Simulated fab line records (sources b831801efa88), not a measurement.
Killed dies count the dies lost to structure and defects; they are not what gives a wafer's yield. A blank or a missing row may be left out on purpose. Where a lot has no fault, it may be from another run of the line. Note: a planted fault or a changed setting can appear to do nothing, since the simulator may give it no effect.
Which tool did it? || flow sky130 || 12 lots with 36 wafers sampled at 5 steps, on a route of 708 steps

== WHAT THE GAUGES READ, wafer by wafer ==
SKY_METAL2_RS_MEAS_05: measures by four-point-probe. Usual: METAL2_ALCU_RS typically reads 0.1262 ohm/sq, with standard deviation 0.0017.
{"lot": "L617", "measured": "day 34 13:19", "on": "film_metro-04", "METAL2_ALCU_RS (ohm/sq)": "0.1256 0.1268 0.1275", "flag": ""}
{"lot": "L620", "measured": "day 36 04:25", "on": "film_metro-02", "METAL2_ALCU_RS (ohm/sq)": "0.1287 0.1260 0.1290", "flag": ""}
{"lot": "L624", "measured": "day 38 06:44", "on": "film_metro-02", "METAL2_ALCU_RS (ohm/sq)": "0.1240 0.1248 0.1257", "flag": ""}
{"lot": "L627", "measured": "day 38 12:01", "on": "film_metro-02", "METAL2_ALCU_RS (ohm/sq)": "0.1273 0.1257 0.1255", "flag": ""}
{"lot": "L629", "measured": "day 38 12:12", "on": "film_metro-01", "METAL2_ALCU_RS (ohm/sq)": "0.1245 0.1258 0.1254", "flag": ""}
{"lot": "L628", "measured": "day 38 15:01", "on": "film_metro-01", "METAL2_ALCU_RS (ohm/sq)": "8.6882 8.5682 8.6936 8.7021 8.5665 8.6809", "flag": "OFF"}
{"lot": "L630", "measured": "day 38 15:45", "on": "film_metro-01", "METAL2_ALCU_RS (ohm/sq)": "8.5877 8.6362 8.7335 8.5982 8.6421 8.7225", "flag": "OFF"}
{"lot": "L634", "measured": "day 39 20:46", "on": "film_metro-01", "METAL2_ALCU_RS (ohm/sq)": "0.1247 0.1266 0.1243", "flag": ""}
{"lot": "L636", "measured": "day 39 22:14", "on": "film_metro-04", "METAL2_ALCU_RS (ohm/sq)": "0.1257 0.1265 0.1253", "flag": ""}
{"lot": "L637", "measured": "day 40 05:51", "on": "film_metro-04", "METAL2_ALCU_RS (ohm/sq)": "0.1260 0.1254 0.1253", "flag": ""}
{"lot": "L638", "measured": "day 40 17:30", "on": "film_metro-01", "METAL2_ALCU_RS (ohm/sq)": "0.1270 0.1288 0.1273", "flag": ""}
{"lot": "L639", "measured": "day 40 21:44", "on": "film_metro-02", "METAL2_ALCU_RS (ohm/sq)": "0.1291 0.1304 0.1326", "flag": ""}

SKY_METAL2_OVL_MEAS_16. Usual: METAL2_OVL typically reads 0 nm, with standard deviation 5.9.
{"lot": "L617", "measured": "day 35 16:04", "on": "overlay-01", "METAL2_OVL (nm)": "14 12 9", "flag": ""}
{"lot": "L620", "measured": "day 37 06:59", "on": "overlay-02", "METAL2_OVL (nm)": "-7 -1 3", "flag": ""}
{"lot": "L624", "measured": "day 39 07:59", "on": "overlay-02", "METAL2_OVL (nm)": "8 2 0", "flag": ""}
{"lot": "L627", "measured": "day 39 12:38", "on": "overlay-01", "METAL2_OVL (nm)": "-7 0 -9", "flag": ""}
{"lot": "L629", "measured": "day 39 13:16", "on": "overlay-02", "METAL2_OVL (nm)": "2 3 -1", "flag": ""}
{"lot": "L634", "measured": "day 40 21:05", "on": "overlay-02", "METAL2_OVL (nm)": "-7 -12 -5", "flag": ""}
{"lot": "L636", "measured": "day 40 22:24", "on": "overlay-01", "METAL2_OVL (nm)": "-6 3 -4", "flag": ""}
{"lot": "L637", "measured": "day 41 05:46", "on": "overlay-02", "METAL2_OVL (nm)": "-1 4 1", "flag": ""}
{"lot": "L638", "measured": "day 41 17:02", "on": "overlay-01", "METAL2_OVL (nm)": "1 -3 -1", "flag": ""}
{"lot": "L639", "measured": "day 41 21:22", "on": "overlay-02", "METAL2_OVL (nm)": "5 18 6", "flag": ""}

== EACH LOT AND THE TOOL THAT RAN IT (in order: tool; ch and the chambers of the sampled wafers; start) ==
{"lot": "L617", "SKY_METAL1_ETCH_18": "rie_metal-04 ch 0,1, day 33 08:19", "SKY_METAL2_SPUTTER_01": "pvd_sputter-04, day 34 13:11", "SKY_METAL2_SPUTTER_02": "pvd_sputter-04, day 34 13:13"}
{"lot": "L620", "SKY_METAL1_ETCH_18": "rie_metal-03 ch 0,1, day 34 23:14", "SKY_METAL2_SPUTTER_01": "pvd_sputter-01, day 36 04:15", "SKY_METAL2_SPUTTER_02": "pvd_sputter-01, day 36 04:17"}
{"lot": "L624", "SKY_METAL1_ETCH_18": "rie_metal-04 ch 0,1, day 37 02:08", "SKY_METAL2_SPUTTER_01": "pvd_sputter-04, day 38 06:35", "SKY_METAL2_SPUTTER_02": "pvd_sputter-04, day 38 06:37"}
{"lot": "L627", "SKY_METAL1_ETCH_18": "rie_metal-02 ch 0,1, day 37 07:28", "SKY_METAL2_SPUTTER_01": "pvd_sputter-04, day 38 11:52", "SKY_METAL2_SPUTTER_02": "pvd_sputter-04, day 38 11:53"}
{"lot": "L629", "SKY_METAL1_ETCH_18": "rie_metal-03 ch 0,1, day 37 07:28", "SKY_METAL2_SPUTTER_01": "pvd_sputter-03, day 38 12:05", "SKY_METAL2_SPUTTER_02": "pvd_sputter-03, day 38 12:07"}
{"lot": "L628", "SKY_METAL1_ETCH_18": "rie_metal-04 ch 0,1, day 37 10:04", "SKY_METAL2_SPUTTER_01": "pvd_sputter-04, day 38 14:53", "SKY_METAL2_SPUTTER_02": "pvd_sputter-04, day 38 14:54"}
{"lot": "L630", "SKY_METAL1_ETCH_18": "rie_metal-03 ch 1, day 37 11:32", "SKY_METAL2_SPUTTER_01": "pvd_sputter-04, day 38 15:38", "SKY_METAL2_SPUTTER_02": "pvd_sputter-04, day 38 15:40"}
{"lot": "L634", "SKY_METAL1_ETCH_18": "rie_metal-04 ch 0,1, day 38 16:56", "SKY_METAL2_SPUTTER_01": "pvd_sputter-04, day 39 20:38", "SKY_METAL2_SPUTTER_02": "pvd_sputter-04, day 39 20:40"}
{"lot": "L636", "SKY_METAL1_ETCH_18": "rie_metal-03 ch 0,1, day 38 18:53", "SKY_METAL2_SPUTTER_01": "pvd_sputter-04, day 39 22:05", "SKY_METAL2_SPUTTER_02": "pvd_sputter-04, day 39 22:06"}
{"lot": "L637", "SKY_METAL1_ETCH_18": "rie_metal-04 ch 0,1, day 39 02:28", "SKY_METAL2_SPUTTER_01": "pvd_sputter-03, day 40 05:43", "SKY_METAL2_SPUTTER_02": "pvd_sputter-03, day 40 05:44"}
{"lot": "L638", "SKY_METAL1_ETCH_18": "rie_metal-03 ch 0,1, day 39 14:01", "SKY_METAL2_SPUTTER_01": "pvd_sputter-01, day 40 17:20", "SKY_METAL2_SPUTTER_02": "pvd_sputter-01, day 40 17:21"}
{"lot": "L639", "SKY_METAL1_ETCH_18": "rie_metal-03 ch 0,1, day 39 17:50", "SKY_METAL2_SPUTTER_01": "pvd_sputter-01, day 40 21:36", "SKY_METAL2_SPUTTER_02": "pvd_sputter-01, day 40 21:37"}
- SKY_METAL1_ETCH_18: etches BARC in N2/H2, stops on SiO2, time 45.9 s, target depth 60 nm.
- SKY_METAL2_SPUTTER_01: material TiN, target thk 20 nm, time 16.7 s.
- SKY_METAL2_SPUTTER_02: material AlCu, target thk 250 nm, time 13.3 s.

== WHAT THE TOOLS THEMSELVES READ (means of the sampled wafers that have a number; where no wafer has one, the mark that the record gives instead) ==
SKY_METAL1_ETCH_18. Usual: drypump_motor_current_A 6.0 A, standard deviation 0.58; oes_product_au 0.854 a.u., standard deviation 0.0044; rf_fwd_power_W 494.5 W, standard deviation 2.5; throttle_valve_pct 13.226 %, standard deviation 0.0087.
{"lot": "L617", "tool": "rie_metal-04", "drypump_motor_current_A (A)": 6.4, "oes_product_au (a.u.)": 0.851, "rf_fwd_power_W (W)": 494.2, "throttle_valve_pct (%)": 13.225, "flag": ""}
{"lot": "L620", "tool": "rie_metal-03", "drypump_motor_current_A (A)": 5.5, "oes_product_au (a.u.)": 0.856, "rf_fwd_power_W (W)": 494.2, "throttle_valve_pct (%)": 13.220, "flag": ""}
{"lot": "L624", "tool": "rie_metal-04", "drypump_motor_current_A (A)": 6.5, "oes_product_au (a.u.)": 0.849, "rf_fwd_power_W (W)": 495.9, "throttle_valve_pct (%)": 13.226, "flag": ""}
{"lot": "L627", "tool": "rie_metal-02", "drypump_motor_current_A (A)": 6.4, "oes_product_au (a.u.)": 0.856, "rf_fwd_power_W (W)": 494.1, "throttle_valve_pct (%)": 13.219, "flag": ""}
{"lot": "L629", "tool": "rie_metal-03", "drypump_motor_current_A (A)": 5.9, "oes_product_au (a.u.)": 0.851, "rf_fwd_power_W (W)": 494.7, "throttle_valve_pct (%)": 13.234, "flag": ""}
{"lot": "L628", "tool": "rie_metal-04", "drypump_motor_current_A (A)": 6.4, "oes_product_au (a.u.)": 0.855, "rf_fwd_power_W (W)": 494.8, "throttle_valve_pct (%)": 13.235, "flag": ""}
{"lot": "L630", "tool": "rie_metal-03", "drypump_motor_current_A (A)": 5.1, "oes_product_au (a.u.)": 0.853, "rf_fwd_power_W (W)": 494.2, "throttle_valve_pct (%)": 13.224, "flag": ""}
{"lot": "L634", "tool": "rie_metal-04", "drypump_motor_current_A (A)": 6.4, "oes_product_au (a.u.)": 0.851, "rf_fwd_power_W (W)": 493.0, "throttle_valve_pct (%)": 13.221, "flag": ""}
{"lot": "L636", "tool": "rie_metal-03", "drypump_motor_current_A (A)": 5.9, "oes_product_au (a.u.)": 0.856, "rf_fwd_power_W (W)": 496.7, "throttle_valve_pct (%)": 13.222, "flag": ""}
{"lot": "L637", "tool": "rie_metal-04", "drypump_motor_current_A (A)": 6.5, "oes_product_au (a.u.)": 0.856, "rf_fwd_power_W (W)": 496.3, "throttle_valve_pct (%)": 13.227, "flag": ""}
{"lot": "L638", "tool": "rie_metal-03", "drypump_motor_current_A (A)": 5.5, "oes_product_au (a.u.)": 0.857, "rf_fwd_power_W (W)": 494.5, "throttle_valve_pct (%)": 13.226, "flag": ""}
{"lot": "L639", "tool": "rie_metal-03", "drypump_motor_current_A (A)": 5.5, "oes_product_au (a.u.)": 0.853, "rf_fwd_power_W (W)": 495.5, "throttle_valve_pct (%)": 13.222, "flag": ""}

SKY_METAL2_SPUTTER_01. Usual: cathode_dc_power_W 6500.0 W, standard deviation 1.2; chamber_pressure_pa 0.4001 Pa, standard deviation 0.00084; throttle_valve_pct 29.9 %, standard deviation 1.
{"lot": "L617", "tool": "pvd_sputter-04", "cathode_dc_power_W (W)": 6500.3, "chamber_pressure_pa (Pa)": 0.3996, "throttle_valve_pct (%)": 30.0, "flag": ""}
{"lot": "L620", "tool": "pvd_sputter-01", "cathode_dc_power_W (W)": 6500.5, "chamber_pressure_pa (Pa)": 0.3998, "throttle_valve_pct (%)": 28.6, "flag": ""}
{"lot": "L624", "tool": "pvd_sputter-04", "cathode_dc_power_W (W)": 6500.7, "chamber_pressure_pa (Pa)": 0.3999, "throttle_valve_pct (%)": 30.2, "flag": ""}
{"lot": "L627", "tool": "pvd_sputter-04", "cathode_dc_power_W (W)": 6499.4, "chamber_pressure_pa (Pa)": 0.3997, "throttle_valve_pct (%)": 29.4, "flag": ""}
{"lot": "L629", "tool": "pvd_sputter-03", "cathode_dc_power_W (W)": 6499.9, "chamber_pressure_pa (Pa)": 0.4009, "throttle_valve_pct (%)": 30.1, "flag": ""}
{"lot": "L628", "tool": "pvd_sputter-04", "cathode_dc_power_W (W)": 6499.6, "chamber_pressure_pa (Pa)": 0.4002, "throttle_valve_pct (%)": 30.0, "flag": ""}
{"lot": "L630", "tool": "pvd_sputter-04", "cathode_dc_power_W (W)": 6500.2, "chamber_pressure_pa (Pa)": 0.4002, "throttle_valve_pct (%)": 30.0, "flag": ""}
{"lot": "L634", "tool": "pvd_sputter-04", "cathode_dc_power_W (W)": 6500.2, "chamber_pressure_pa (Pa)": 0.4005, "throttle_valve_pct (%)": 29.5, "flag": ""}
{"lot": "L636", "tool": "pvd_sputter-04", "cathode_dc_power_W (W)": 6500.8, "chamber_pressure_pa (Pa)": 0.4005, "throttle_valve_pct (%)": 30.0, "flag": ""}
{"lot": "L637", "tool": "pvd_sputter-03", "cathode_dc_power_W (W)": 6500.0, "chamber_pressure_pa (Pa)": 0.4012, "throttle_valve_pct (%)": 30.1, "flag": ""}
{"lot": "L638", "tool": "pvd_sputter-01", "cathode_dc_power_W (W)": 6499.6, "chamber_pressure_pa (Pa)": 0.3996, "throttle_valve_pct (%)": 29.5, "flag": ""}
{"lot": "L639", "tool": "pvd_sputter-01", "cathode_dc_power_W (W)": 6499.7, "chamber_pressure_pa (Pa)": 0.4000, "throttle_valve_pct (%)": 29.3, "flag": ""}

SKY_METAL2_SPUTTER_02. Usual: cathode_dc_power_W 10600 W, standard deviation 2.1; chamber_pressure_pa 0.4001 Pa, standard deviation 0.0009; throttle_valve_pct 29.9 %, standard deviation 0.99.
{"lot": "L617", "tool": "pvd_sputter-04", "cathode_dc_power_W (W)": 10598, "chamber_pressure_pa (Pa)": 0.4000, "throttle_valve_pct (%)": 29.9, "flag": ""}
{"lot": "L620", "tool": "pvd_sputter-01", "cathode_dc_power_W (W)": 10601, "chamber_pressure_pa (Pa)": 0.4008, "throttle_valve_pct (%)": 28.5, "flag": ""}
{"lot": "L624", "tool": "pvd_sputter-04", "cathode_dc_power_W (W)": 10600, "chamber_pressure_pa (Pa)": 0.4001, "throttle_valve_pct (%)": 30.3, "flag": ""}
{"lot": "L627", "tool": "pvd_sputter-04", "cathode_dc_power_W (W)": 10599, "chamber_pressure_pa (Pa)": 0.3998, "throttle_valve_pct (%)": 29.5, "flag": ""}
{"lot": "L629", "tool": "pvd_sputter-03", "cathode_dc_power_W (W)": 10601, "chamber_pressure_pa (Pa)": 0.4004, "throttle_valve_pct (%)": 30.2, "flag": ""}
{"lot": "L628", "tool": "pvd_sputter-04", "cathode_dc_power_W (W)": "-", "chamber_pressure_pa (Pa)": "-", "throttle_valve_pct (%)": "-", "flag": "OFF"}
{"lot": "L630", "tool": "pvd_sputter-04", "cathode_dc_power_W (W)": "-", "chamber_pressure_pa (Pa)": "-", "throttle_valve_pct (%)": "-", "flag": "OFF"}
{"lot": "L634", "tool": "pvd_sputter-04", "cathode_dc_power_W (W)": 10600, "chamber_pressure_pa (Pa)": 0.3999, "throttle_valve_pct (%)": 29.5, "flag": ""}
{"lot": "L636", "tool": "pvd_sputter-04", "cathode_dc_power_W (W)": 10602, "chamber_pressure_pa (Pa)": 0.4006, "throttle_valve_pct (%)": 29.9, "flag": ""}
{"lot": "L637", "tool": "pvd_sputter-03", "cathode_dc_power_W (W)": 10599, "chamber_pressure_pa (Pa)": 0.4000, "throttle_valve_pct (%)": 30.4, "flag": ""}
{"lot": "L638", "tool": "pvd_sputter-01", "cathode_dc_power_W (W)": 10599, "chamber_pressure_pa (Pa)": 0.3998, "throttle_valve_pct (%)": 29.6, "flag": ""}
{"lot": "L639", "tool": "pvd_sputter-01", "cathode_dc_power_W (W)": 10600, "chamber_pressure_pa (Pa)": 0.4005, "throttle_valve_pct (%)": 29.2, "flag": ""}

== THE ANSWER, worked out from the rows above alone ==
Rule: take the mean of a lot's wafers that have a number; if it is more than 3 standard deviations from the usual mean, the lot is off. A lot without any number at a reading at which 4 lots or more have one is off too. All remaining lots with rows at the step are treated as sound. After the gauges, taken in route order, come the tools' own readings; for these a lot's mean is taken, as printed above. The first step at which some lot is off is used, and at that step the reading that is off furthest; a lot without a number counts as furthest.
Off: L628, L630, seen at SKY_METAL2_RS_MEAS_05 (METAL2_ALCU_RS).
A tool fits if, at a process step before that reading, it ran every lot that is off, and no sound lot after the first of them. Not tried: the gauges at SKY_METAL2_RS_MEAS_05; whatever is off there is also off at SKY_METAL2_SPUTTER_02, on other tools, and gauge error can't account for it. Of those tried, none fits.

== WHAT THE SIMULATOR HAD INSERTED ==
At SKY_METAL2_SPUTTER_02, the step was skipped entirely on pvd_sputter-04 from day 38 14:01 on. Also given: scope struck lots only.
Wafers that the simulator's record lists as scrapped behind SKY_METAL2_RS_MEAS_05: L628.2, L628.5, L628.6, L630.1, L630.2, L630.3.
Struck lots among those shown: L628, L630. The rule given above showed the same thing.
